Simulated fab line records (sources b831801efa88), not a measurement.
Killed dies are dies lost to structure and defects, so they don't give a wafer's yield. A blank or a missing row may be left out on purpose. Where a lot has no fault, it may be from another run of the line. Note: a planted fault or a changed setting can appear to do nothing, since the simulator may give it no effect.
Which tool is to blame? + flow gf180mcu + 13 lots with 39 wafers sampled at 3 steps, on a route of 602 steps

## WHAT EACH GAUGE READ, for each wafer
GF_DUAL_GATE_THK_MEAS_03. Usual: for DUAL_GATE_OXIDATION_00_THK the level is 10.94 nm and the standard deviation is 0.17.
| lot  | measured     | on            | DUAL_GATE_OXIDATION_00_THK (nm) | flag |
|------|--------------|---------------|---------------------------------|------|
| L607 | day 7 12:52  | film_metro-02 | 10.83 11.09 10.87               |      |
| L608 | day 7 20:22  | film_metro-02 | 10.91 10.86 11.08               |      |
| L609 | day 8 00:11  | film_metro-02 | 11.15 11.30 10.95               |      |
| L610 | day 8 09:44  | film_metro-03 | 11.06 10.93 11.21               |      |
| L613 | day 9 06:00  | film_metro-04 | 10.79 10.74 10.94               |      |
| L614 | day 9 14:10  | film_metro-02 | 10.69 10.94 10.66               |      |
| L616 | day 10 17:22 | film_metro-02 | 10.93 10.89 10.89               |      |
| L618 | day 11 04:25 | film_metro-04 | 12.54 12.37 12.40               | OFF  |
| L619 | day 11 05:50 | film_metro-03 | 12.22 12.35 12.28               | OFF  |
| L626 | day 13 10:00 | film_metro-03 | 11.15 11.05 11.35               |      |
| L627 | day 13 11:27 | film_metro-04 | 11.01 11.10 11.05               |      |
| L628 | day 13 12:55 | film_metro-04 | 10.84 10.94 10.80               |      |
| L630 | day 14 02:58 | film_metro-04 | 11.17 11.07 11.13               |      |

GF_CONTACT_OVL_MEAS_15. Usual: for CONTACT_OVL the level is -5 nm and the standard deviation is 5.5.
| lot  | measured     | on         | CONTACT_OVL (nm) | flag |
|------|--------------|------------|------------------|------|
| L607 | day 15 20:11 | overlay-01 | -13 -9 -10       |      |
| L608 | day 16 03:36 | overlay-01 | -6 -8 -5         |      |
| L609 | day 16 13:43 | overlay-02 | -16 -8 -11       |      |
| L610 | day 16 20:08 | overlay-01 | -5 -12 -12       |      |
| L613 | day 18 04:13 | overlay-01 | -6 -6 -7         |      |
| L614 | day 18 16:26 | overlay-01 | -2 3 -12         |      |
| L616 | day 20 02:08 | overlay-02 | -8 -7 -6         |      |
| L618 | day 20 20:06 | overlay-02 | 7 8 -1           |      |
| L619 | day 20 22:11 | overlay-02 | 1 0 8            |      |
| L626 | day 23 09:05 | overlay-02 | -9 -2 -11        |      |
| L627 | day 23 11:46 | overlay-02 | -11 -16 -17      |      |
| L628 | day 23 14:11 | overlay-02 | 3 -2 -5          |      |
| L630 | day 24 05:51 | overlay-01 | -6 -8 -6         |      |

## WHICH TOOL RAN EACH LOT (tool, then ch and the chambers of the sampled wafers, then the start)
| lot  | GF_DUAL_GATE_OXIDATION_02     |
|------|-------------------------------|
| L607 | furnace-01 ch 0, day 7 11:25  |
| L608 | furnace-01 ch 0, day 7 18:54  |
| L609 | furnace-01 ch 0, day 7 22:43  |
| L610 | furnace-01 ch 0, day 8 08:16  |
| L613 | furnace-01 ch 0, day 9 04:32  |
| L614 | furnace-02 ch 0, day 9 12:43  |
| L616 | furnace-01 ch 0, day 10 15:56 |
| L618 | furnace-02 ch 0, day 11 02:57 |
| L619 | furnace-02 ch 0, day 11 04:23 |
| L626 | furnace-01 ch 0, day 13 08:33 |
| L627 | furnace-01 ch 0, day 13 10:00 |
| L628 | furnace-01 ch 0, day 13 11:26 |
| L630 | furnace-02 ch 0, day 14 01:30 |
- GF_DUAL_GATE_OXIDATION_02: stabilise 600 s, purge 300 s, target thk 10.887 nm.

## AS READ BY THE TOOLS THEMSELVES (means over the sampled wafers that have a number; for cases with no such wafer, the mark the record gives instead)
GF_DUAL_GATE_OXIDATION_02. Usual: spike_tc_centre_C 900.5 C, standard deviation 1.6; zone_power_centre_pct 19 %, standard deviation 4.3.
| lot  | tool       | spike_tc_centre_C (C) | zone_power_centre_pct (%) | flag |
|------|------------|-----------------------|---------------------------|------|
| L607 | furnace-01 | 902.4                 | 15                        |      |
| L608 | furnace-01 | 901.0                 | 15                        |      |
| L609 | furnace-01 | 901.2                 | 15                        |      |
| L610 | furnace-01 | 901.5                 | 15                        |      |
| L613 | furnace-01 | 901.9                 | 15                        |      |
| L614 | furnace-02 | 899.5                 | 23                        |      |
| L616 | furnace-01 | 901.7                 | 15                        |      |
| L618 | furnace-02 | 898.5                 | 24                        |      |
| L619 | furnace-02 | 899.2                 | 23                        |      |
| L626 | furnace-01 | 902.0                 | 15                        |      |
| L627 | furnace-01 | 901.1                 | 15                        |      |
| L628 | furnace-01 | 901.2                 | 15                        |      |
| L630 | furnace-02 | 898.5                 | 24                        |      |

## THE ANSWER, worked out from the rows above alone
Rule: a lot counts as off when the mean over its wafers that have a number is more than 3 standard deviations away from the usual mean. Also off: a lot with no number at a reading for which 4 or more lots have one. Any other lot the step has rows for is counted as sound. After the gauges, taken in route order, come the tools' own readings; for these a lot's mean is taken, as printed above. At the first step where some lot is off, the reading lying furthest off is the one used; lots without a number count as furthest.
Off: at GF_DUAL_GATE_THK_MEAS_03 (DUAL_GATE_OXIDATION_00_THK), L618, L619.
If a tool, at a process step before that reading, ran all the lots that are off and no sound lot after the first of them, it fits. The gauges at GF_DUAL_GATE_THK_MEAS_03 are tried like those tools. Of those tried, none fits.

## WHAT WAS PUT IN BY THE SIMULATOR
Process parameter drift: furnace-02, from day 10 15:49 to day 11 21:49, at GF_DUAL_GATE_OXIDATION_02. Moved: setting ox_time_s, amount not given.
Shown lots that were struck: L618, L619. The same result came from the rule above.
